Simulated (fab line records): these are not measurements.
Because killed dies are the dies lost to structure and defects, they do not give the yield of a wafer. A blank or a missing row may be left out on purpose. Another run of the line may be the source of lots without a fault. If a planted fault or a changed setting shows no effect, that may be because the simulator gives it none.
Which of the tools did it?	flow sky130	6 lots with 18 wafers sampled at 2 steps, on a route of 708 steps

== WHAT THE GAUGES READ, wafer by wafer ==
SKY_RES_XHIGH_TW_MEAS_09.
lot	measured	on	RES_XHIGH_TW
L121	day 27 17:13	film_metro-03	1640 1640 1638
L124	day 29 03:53	film_metro-01	1640 1646 1661
L127	day 29 20:59	film_metro-02	1642 1639 1652
L130	day 31 02:52	film_metro-03	1622 1631 1624
L135	day 32 14:04	film_metro-01	1632 1632 1635
L139	day 33 17:19	film_metro-03	1625 1633 1634

== WHICH TOOL RAN EACH LOT (tool, then ch and the chambers of the sampled wafers, then the start) ==
lot	SKY_POLY_GATE_ETCH_15
L121	rie_diel-02 ch 1,2,3, day 17 09:23
L124	rie_diel-03 ch 1,2,3, day 18 22:07
L127	rie_diel-01 ch 1,2,3, day 19 17:46
L130	rie_diel-01 ch 1,2,3, day 21 01:49
L135	rie_diel-01 ch 2,3, day 22 20:46
L139	rie_diel-03 ch 0,2,3, day 24 02:07
- SKY_POLY_GATE_ETCH_15: etches BARC in N2/H2, stops on SiO2, time 118.5 s, target depth 110 nm.

== THE ANSWER, worked out from the rows above alone ==
Rule: what is usual is taken from the lots themselves. The widest of any qualifying gaps counts: lots, ordered by their means at a reading, are off when they make up no more than a third of the lots, leave a main group of 4 or more, and stand apart from it by 3 or more times the standard deviation of that group's means. The tables above print the reading to a certain number of digits; a main group whose means all agree to those digits is not used. Also off: a lot with no number at a reading for which 4 or more lots have one. Any other lot the step has rows for is counted as sound.
Across all readings shown, no lot is off: no conclusion can be drawn from this.

== WHAT THE SIMULATOR PUT IN ==
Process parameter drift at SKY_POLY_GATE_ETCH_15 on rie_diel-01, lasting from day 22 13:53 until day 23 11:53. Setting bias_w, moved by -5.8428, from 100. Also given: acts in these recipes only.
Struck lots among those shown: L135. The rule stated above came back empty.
